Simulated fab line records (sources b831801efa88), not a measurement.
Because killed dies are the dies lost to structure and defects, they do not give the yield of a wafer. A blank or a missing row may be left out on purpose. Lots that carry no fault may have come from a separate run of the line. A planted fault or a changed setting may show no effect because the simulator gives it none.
Which tool is to blame? || flow gf180mcu || 33 wafers from 12 lots sampled at 7 of the route's 602 steps

WHAT THE GAUGES SHOWED, per wafer
GF_HV_LDD_THK_MEAS_57. Usual: HV_LDD_CVD_56_THK typically reads 89.4 nm, with standard deviation 0.91.
{"lot": "L986", "measured": "day 12 15:03", "on": "filmMetro-02", "HV_LDD_CVD_56_THK (nm)": "90.6 89.6 90.1", "flag": ""}
{"lot": "L987", "measured": "day 13 01:32", "on": "filmMetro-02", "HV_LDD_CVD_56_THK (nm)": "89.2 89.9 90.2", "flag": ""}
{"lot": "L988", "measured": "day 13 07:11", "on": "filmMetro-02", "HV_LDD_CVD_56_THK (nm)": "91.0 90.0 90.0", "flag": ""}
{"lot": "L990", "measured": "day 14 00:43", "on": "filmMetro-04", "HV_LDD_CVD_56_THK (nm)": "89.2 89.6 89.6", "flag": ""}
{"lot": "L991", "measured": "day 14 05:22", "on": "filmMetro-02", "HV_LDD_CVD_56_THK (nm)": "88.1 87.9 88.1", "flag": ""}
{"lot": "L992", "measured": "day 14 17:44", "on": "filmMetro-01", "HV_LDD_CVD_56_THK (nm)": "89.5 89.1 89.1", "flag": ""}
{"lot": "L993", "measured": "day 14 21:41", "on": "filmMetro-02", "HV_LDD_CVD_56_THK (nm)": "88.4 88.1 89.2", "flag": ""}
{"lot": "L100", "measured": "day 17 05:07", "on": "filmMetro-02", "HV_LDD_CVD_56_THK (nm)": "90.4 90.4", "flag": ""}
{"lot": "L101", "measured": "day 17 12:38", "on": "filmMetro-04", "HV_LDD_CVD_56_THK (nm)": "88.7 89.4", "flag": ""}
{"lot": "L102", "measured": "day 17 23:41", "on": "filmMetro-02", "HV_LDD_CVD_56_THK (nm)": "89.5 89.6", "flag": ""}
{"lot": "L108", "measured": "day 19 18:31", "on": "filmMetro-01", "HV_LDD_CVD_56_THK (nm)": "91.0 91.3 91.5", "flag": ""}
{"lot": "L109", "measured": "day 20 14:20", "on": "filmMetro-01", "HV_LDD_CVD_56_THK (nm)": "88.5 88.5 88.9", "flag": ""}

GF_PSD_CD_MEAS_07 targets a cd of 400 nm. Usual: cdNm reads 401.1 nm (standard deviation 2.1).
{"lot": "L986", "measured": "day 14 08:16", "on": "cdSem-01", "cdNm (nm)": "402.5 402.2 399.4", "flag": ""}
{"lot": "L987", "measured": "day 14 18:53", "on": "cdSem-02", "cdNm (nm)": "398.1 398.5 399.6", "flag": ""}
{"lot": "L988", "measured": "day 15 00:46", "on": "cdSem-01", "cdNm (nm)": "397.3 399.1 395.5", "flag": ""}
{"lot": "L990", "measured": "day 15 18:41", "on": "cdSem-01", "cdNm (nm)": "399.7 399.9 401.4", "flag": ""}
{"lot": "L991", "measured": "day 15 23:52", "on": "cdSem-01", "cdNm (nm)": "401.4 401.9 400.8", "flag": ""}
{"lot": "L992", "measured": "day 16 13:07", "on": "cdSem-01", "cdNm (nm)": "403.6 400.7 402.2", "flag": ""}
{"lot": "L993", "measured": "day 16 18:19", "on": "cdSem-01", "cdNm (nm)": "401.9 399.7 399.7", "flag": ""}
{"lot": "L100", "measured": "day 19 04:28", "on": "cdSem-01", "cdNm (nm)": "400.9 402.0", "flag": ""}
{"lot": "L101", "measured": "day 19 13:03", "on": "cdSem-01", "cdNm (nm)": "397.9 398.5", "flag": ""}
{"lot": "L102", "measured": "day 20 00:25", "on": "cdSem-02", "cdNm (nm)": "400.9 401.9", "flag": ""}
{"lot": "L108", "measured": "day 21 18:49", "on": "cdSem-02", "cdNm (nm)": "400.7 400.9 401.8", "flag": ""}
{"lot": "L109", "measured": "day 22 12:59", "on": "cdSem-02", "cdNm (nm)": "402.1 400.6 400.6", "flag": ""}

GF_CONTACT_RS_MEAS_25: measures by four-point-probe. Usual: CONTACT_W_RS typically reads 0.383 ohm/sq, with standard deviation 0.0053.
{"lot": "L986", "measured": "day 16 04:31", "on": "filmMetro-02", "CONTACT_W_RS (ohm/sq)": "0.388 0.391 0.391", "flag": ""}
{"lot": "L987", "measured": "day 16 17:55", "on": "filmMetro-01", "CONTACT_W_RS (ohm/sq)": "0.381 0.389 0.380", "flag": ""}
{"lot": "L988", "measured": "day 16 23:44", "on": "filmMetro-01", "CONTACT_W_RS (ohm/sq)": "0.382 0.391 0.386", "flag": ""}
{"lot": "L990", "measured": "day 17 19:26", "on": "filmMetro-02", "CONTACT_W_RS (ohm/sq)": "0.392 0.394 0.388", "flag": ""}
{"lot": "L991", "measured": "day 17 23:41", "on": "filmMetro-04", "CONTACT_W_RS (ohm/sq)": "0.376 0.383 0.390", "flag": ""}
{"lot": "L992", "measured": "day 18 14:43", "on": "filmMetro-02", "CONTACT_W_RS (ohm/sq)": "0.379 0.379 0.381", "flag": ""}
{"lot": "L993", "measured": "day 18 20:10", "on": "filmMetro-02", "CONTACT_W_RS (ohm/sq)": "0.385 0.379 0.384", "flag": ""}
{"lot": "L100", "measured": "day 21 06:50", "on": "filmMetro-01", "CONTACT_W_RS (ohm/sq)": "0.270 0.380 0.269 0.381", "flag": "OFF"}
{"lot": "L101", "measured": "day 21 15:16", "on": "filmMetro-01", "CONTACT_W_RS (ohm/sq)": "0.269 0.269 0.269 0.269", "flag": "OFF"}
{"lot": "L102", "measured": "day 22 03:26", "on": "filmMetro-02", "CONTACT_W_RS (ohm/sq)": "0.273 0.377 0.274 0.379", "flag": "OFF"}
{"lot": "L108", "measured": "day 23 19:04", "on": "filmMetro-01", "CONTACT_W_RS (ohm/sq)": "0.384 0.385 0.391", "flag": ""}
{"lot": "L109", "measured": "day 24 12:44", "on": "filmMetro-04", "CONTACT_W_RS (ohm/sq)": "0.370 0.373 0.380", "flag": ""}

GF_CONTACT_THK_MEAS_26: measures by xrf. Usual: CONTACT_W_THK typically reads 301 nm, with standard deviation 5.
{"lot": "L986", "measured": "day 16 04:38", "on": "filmMetro-02", "CONTACT_W_THK (nm)": "304 300 301", "flag": ""}
{"lot": "L987", "measured": "day 16 18:01", "on": "filmMetro-01", "CONTACT_W_THK (nm)": "302 294 301", "flag": ""}
{"lot": "L988", "measured": "day 16 23:51", "on": "filmMetro-01", "CONTACT_W_THK (nm)": "301 295 298", "flag": ""}
{"lot": "L990", "measured": "day 17 19:34", "on": "filmMetro-02", "CONTACT_W_THK (nm)": "295 294 300", "flag": ""}
{"lot": "L991", "measured": "day 17 23:49", "on": "filmMetro-04", "CONTACT_W_THK (nm)": "303 297 293", "flag": ""}
{"lot": "L992", "measured": "day 18 14:49", "on": "filmMetro-02", "CONTACT_W_THK (nm)": "310 309 308", "flag": ""}
{"lot": "L993", "measured": "day 18 20:17", "on": "filmMetro-02", "CONTACT_W_THK (nm)": "303 308 304", "flag": ""}
{"lot": "L100", "measured": "day 21 10:05", "on": "filmMetro-01", "CONTACT_W_THK (nm)": "422 300 421 302", "flag": "OFF"}
{"lot": "L101", "measured": "day 21 18:01", "on": "filmMetro-01", "CONTACT_W_THK (nm)": "424 422 423 424", "flag": "OFF"}
{"lot": "L102", "measured": "day 22 05:01", "on": "filmMetro-02", "CONTACT_W_THK (nm)": "430 310 430 310", "flag": "OFF"}
{"lot": "L108", "measured": "day 23 19:11", "on": "filmMetro-01", "CONTACT_W_THK (nm)": "299 298 292", "flag": ""}
{"lot": "L109", "measured": "day 24 12:51", "on": "filmMetro-04", "CONTACT_W_THK (nm)": "306 306 300", "flag": ""}

GF_M2_RS_MEAS_05: measures by four-point-probe. Usual: M2_ALCU_RS typically reads 0.0694 ohm/sq, with standard deviation 0.00073.
{"lot": "L986", "measured": "day 18 06:08", "on": "filmMetro-01", "M2_ALCU_RS (ohm/sq)": "0.0693 0.0691 0.0695", "flag": ""}
{"lot": "L987", "measured": "day 18 20:05", "on": "filmMetro-03", "M2_ALCU_RS (ohm/sq)": "0.0687 0.0686 0.0690", "flag": ""}
{"lot": "L988", "measured": "day 19 02:31", "on": "filmMetro-01", "M2_ALCU_RS (ohm/sq)": "0.0684 0.0686 0.0689", "flag": ""}
{"lot": "L990", "measured": "day 19 23:14", "on": "filmMetro-03", "M2_ALCU_RS (ohm/sq)": "0.0687 0.0690 0.0686", "flag": ""}
{"lot": "L991", "measured": "day 20 04:43", "on": "filmMetro-03", "M2_ALCU_RS (ohm/sq)": "0.0686 0.0688 0.0695", "flag": ""}
{"lot": "L992", "measured": "day 20 19:28", "on": "filmMetro-01", "M2_ALCU_RS (ohm/sq)": "0.0696 0.0681 0.0694", "flag": ""}
{"lot": "L993", "measured": "day 21 00:04", "on": "filmMetro-03", "M2_ALCU_RS (ohm/sq)": "0.0695 0.0692 0.0698", "flag": ""}
{"lot": "L100", "measured": "day 23 09:26", "on": "filmMetro-03", "M2_ALCU_RS (ohm/sq)": "0.0709 0.0714", "flag": ""}
{"lot": "L101", "measured": "day 23 17:18", "on": "filmMetro-01", "M2_ALCU_RS (ohm/sq)": "0.0694 0.0690", "flag": ""}
{"lot": "L102", "measured": "day 24 05:13", "on": "filmMetro-03", "M2_ALCU_RS (ohm/sq)": "0.0690 0.0686", "flag": ""}
{"lot": "L108", "measured": "day 25 18:20", "on": "filmMetro-02", "M2_ALCU_RS (ohm/sq)": "0.0708 0.0703 0.0705", "flag": ""}
{"lot": "L109", "measured": "day 26 12:17", "on": "filmMetro-02", "M2_ALCU_RS (ohm/sq)": "0.0700 0.0704 0.0701", "flag": ""}

WHICH TOOL RAN EACH LOT (tool, then ch and the chambers of the sampled wafers, then the start)
{"lot": "L986", "GF_CONTACT_CVD_24": "cvdW-02 ch 0,1, day 16 04:25", "GF_CONTACT_CMP_27": "cmp-02 ch 2,3, day 16 04:42"}
{"lot": "L987", "GF_CONTACT_CVD_24": "cvdW-01 ch 0,1, day 16 17:48", "GF_CONTACT_CMP_27": "cmp-02 ch 1,2,3, day 16 18:09"}
{"lot": "L988", "GF_CONTACT_CVD_24": "cvdW-02 ch 0,1, day 16 23:37", "GF_CONTACT_CMP_27": "cmp-01 ch 1,2, day 16 23:54"}
{"lot": "L990", "GF_CONTACT_CVD_24": "cvdW-01 ch 1, day 17 19:20", "GF_CONTACT_CMP_27": "cmp-01 ch 0,2,3, day 17 19:43"}
{"lot": "L991", "GF_CONTACT_CVD_24": "cvdW-01 ch 0,1, day 17 23:35", "GF_CONTACT_CMP_27": "cmp-02 ch 0,3, day 17 23:55"}
{"lot": "L992", "GF_CONTACT_CVD_24": "cvdW-02 ch 0,1, day 18 14:35", "GF_CONTACT_CMP_27": "cmp-02 ch 1,2,3, day 18 14:52"}
{"lot": "L993", "GF_CONTACT_CVD_24": "cvdW-02 ch 0,1, day 18 20:04", "GF_CONTACT_CMP_27": "cmp-01 ch 0,1,3, day 18 20:24"}
{"lot": "L100", "GF_CONTACT_CVD_24": "cvdW-01 ch 0,1, day 21 06:43", "GF_CONTACT_CMP_27": "cmp-01 ch 0,1, day 21 18:22"}
{"lot": "L101", "GF_CONTACT_CVD_24": "cvdW-01 ch 0, day 21 15:10", "GF_CONTACT_CMP_27": "cmp-02 ch 1,2, day 21 20:29"}
{"lot": "L102", "GF_CONTACT_CVD_24": "cvdW-01 ch 0,1, day 22 03:19", "GF_CONTACT_CMP_27": "cmp-01 ch 0, day 22 11:55"}
{"lot": "L108", "GF_CONTACT_CVD_24": "cvdW-02 ch 0,1, day 23 18:58", "GF_CONTACT_CMP_27": "cmp-02 ch 0,3, day 23 19:18"}
{"lot": "L109", "GF_CONTACT_CVD_24": "cvdW-01 ch 0,1, day 24 12:37", "GF_CONTACT_CMP_27": "cmp-02 ch 0,1,2, day 24 13:00"}
- GF_CONTACT_CVD_24: deposits W, target thk 300 nm, time 90.339 s.
- GF_CONTACT_CMP_27: polishes, stops on SiO2, t overpolish 15 s, target thk 0 nm.

AS READ BY THE TOOLS THEMSELVES (means over the sampled wafers that have a number; for cases with no such wafer, the mark the record gives instead)
GF_CONTACT_CVD_24. Usual: heaterPowerW 860 W, standard deviation 95; susceptorTempC 399.99 C, standard deviation 0.23.
{"lot": "L986", "tool": "cvdW-02", "heaterPowerW (W)": 850, "susceptorTempC (C)": 400.01, "flag": ""}
{"lot": "L987", "tool": "cvdW-01", "heaterPowerW (W)": 849, "susceptorTempC (C)": 400.05, "flag": ""}
{"lot": "L988", "tool": "cvdW-02", "heaterPowerW (W)": 849, "susceptorTempC (C)": 399.80, "flag": ""}
{"lot": "L990", "tool": "cvdW-01", "heaterPowerW (W)": 1014, "susceptorTempC (C)": 399.98, "flag": ""}
{"lot": "L991", "tool": "cvdW-01", "heaterPowerW (W)": 847, "susceptorTempC (C)": 400.08, "flag": ""}
{"lot": "L992", "tool": "cvdW-02", "heaterPowerW (W)": 841, "susceptorTempC (C)": 400.14, "flag": ""}
{"lot": "L993", "tool": "cvdW-02", "heaterPowerW (W)": 817, "susceptorTempC (C)": 400.04, "flag": ""}
{"lot": "L100", "tool": "cvdW-01", "heaterPowerW (W)": 882, "susceptorTempC (C)": 400.23, "flag": ""}
{"lot": "L101", "tool": "cvdW-01", "heaterPowerW (W)": 769, "susceptorTempC (C)": 399.98, "flag": ""}
{"lot": "L102", "tool": "cvdW-01", "heaterPowerW (W)": 888, "susceptorTempC (C)": 400.00, "flag": ""}
{"lot": "L108", "tool": "cvdW-02", "heaterPowerW (W)": 830, "susceptorTempC (C)": 399.87, "flag": ""}
{"lot": "L109", "tool": "cvdW-01", "heaterPowerW (W)": 852, "susceptorTempC (C)": 399.95, "flag": ""}

GF_CONTACT_CMP_27. Usual: motorCurrentA 11.4 A, standard deviation 1; retainingRingPressureFrac 1.000, standard deviation 0.0049; slurryFlowMlMin 150.0, standard deviation 0.43; timeToEndpointS 72 s, standard deviation 3.1.
{"lot": "L986", "tool": "cmp-02", "motorCurrentA (A)": 10.8, "retainingRingPressureFrac": 1.002, "slurryFlowMlMin": 149.8, "timeToEndpointS (s)": 71, "flag": ""}
{"lot": "L987", "tool": "cmp-02", "motorCurrentA (A)": 10.9, "retainingRingPressureFrac": 1.001, "slurryFlowMlMin": 150.2, "timeToEndpointS (s)": 75, "flag": ""}
{"lot": "L988", "tool": "cmp-01", "motorCurrentA (A)": 12.2, "retainingRingPressureFrac": 0.998, "slurryFlowMlMin": 150.1, "timeToEndpointS (s)": 70, "flag": ""}
{"lot": "L990", "tool": "cmp-01", "motorCurrentA (A)": 11.5, "retainingRingPressureFrac": 1.005, "slurryFlowMlMin": 149.8, "timeToEndpointS (s)": 71, "flag": ""}
{"lot": "L991", "tool": "cmp-02", "motorCurrentA (A)": 11.9, "retainingRingPressureFrac": 1.001, "slurryFlowMlMin": 150.4, "timeToEndpointS (s)": 73, "flag": ""}
{"lot": "L992", "tool": "cmp-02", "motorCurrentA (A)": 10.7, "retainingRingPressureFrac": 1.001, "slurryFlowMlMin": 149.5, "timeToEndpointS (s)": 75, "flag": ""}
{"lot": "L993", "tool": "cmp-01", "motorCurrentA (A)": 11.0, "retainingRingPressureFrac": 0.998, "slurryFlowMlMin": 149.9, "timeToEndpointS (s)": 70, "flag": ""}
{"lot": "L100", "tool": "cmp-01", "motorCurrentA (A)": 10.8, "retainingRingPressureFrac": 0.994, "slurryFlowMlMin": 149.6, "timeToEndpointS (s)": 86, "flag": "OFF"}
{"lot": "L101", "tool": "cmp-02", "motorCurrentA (A)": 10.4, "retainingRingPressureFrac": 1.003, "slurryFlowMlMin": 149.9, "timeToEndpointS (s)": 104, "flag": "OFF"}
{"lot": "L102", "tool": "cmp-01", "motorCurrentA (A)": 10.3, "retainingRingPressureFrac": 1.006, "slurryFlowMlMin": 150.1, "timeToEndpointS (s)": 83, "flag": "OFF"}
{"lot": "L108", "tool": "cmp-02", "motorCurrentA (A)": 12.1, "retainingRingPressureFrac": 1.000, "slurryFlowMlMin": 149.8, "timeToEndpointS (s)": 75, "flag": ""}
{"lot": "L109", "tool": "cmp-02", "motorCurrentA (A)": 11.3, "retainingRingPressureFrac": 1.003, "slurryFlowMlMin": 150.0, "timeToEndpointS (s)": 72, "flag": ""}

THE ANSWER, worked out from the rows above alone
Rule: a lot is off if the mean of its wafers that have a number lies more than 3 standard deviations from the usual mean. A lot without any number at a reading at which 4 lots or more have one is off too. Where the step has rows for the other lots, those lots are counted as sound. The gauges are gone through in route order, then the tools' own readings, and for those a lot's mean is taken as printed above. At the first step where some lot is off, the reading lying furthest off is the one used; lots without a number count as furthest.
Off: L100, L101, L102, at GF_CONTACT_RS_MEAS_25 (CONTACT_W_RS).
If a tool, at a process step before that reading, ran all the lots that are off and no sound lot after the first of them, it fits. Not tried: the gauges at GF_CONTACT_RS_MEAS_25; whatever is off there is also off at GF_CONTACT_CMP_27, on other tools, and gauge error can't account for it. Not one of the candidates tried fits.

WHAT THE SIMULATOR HAD PUT IN
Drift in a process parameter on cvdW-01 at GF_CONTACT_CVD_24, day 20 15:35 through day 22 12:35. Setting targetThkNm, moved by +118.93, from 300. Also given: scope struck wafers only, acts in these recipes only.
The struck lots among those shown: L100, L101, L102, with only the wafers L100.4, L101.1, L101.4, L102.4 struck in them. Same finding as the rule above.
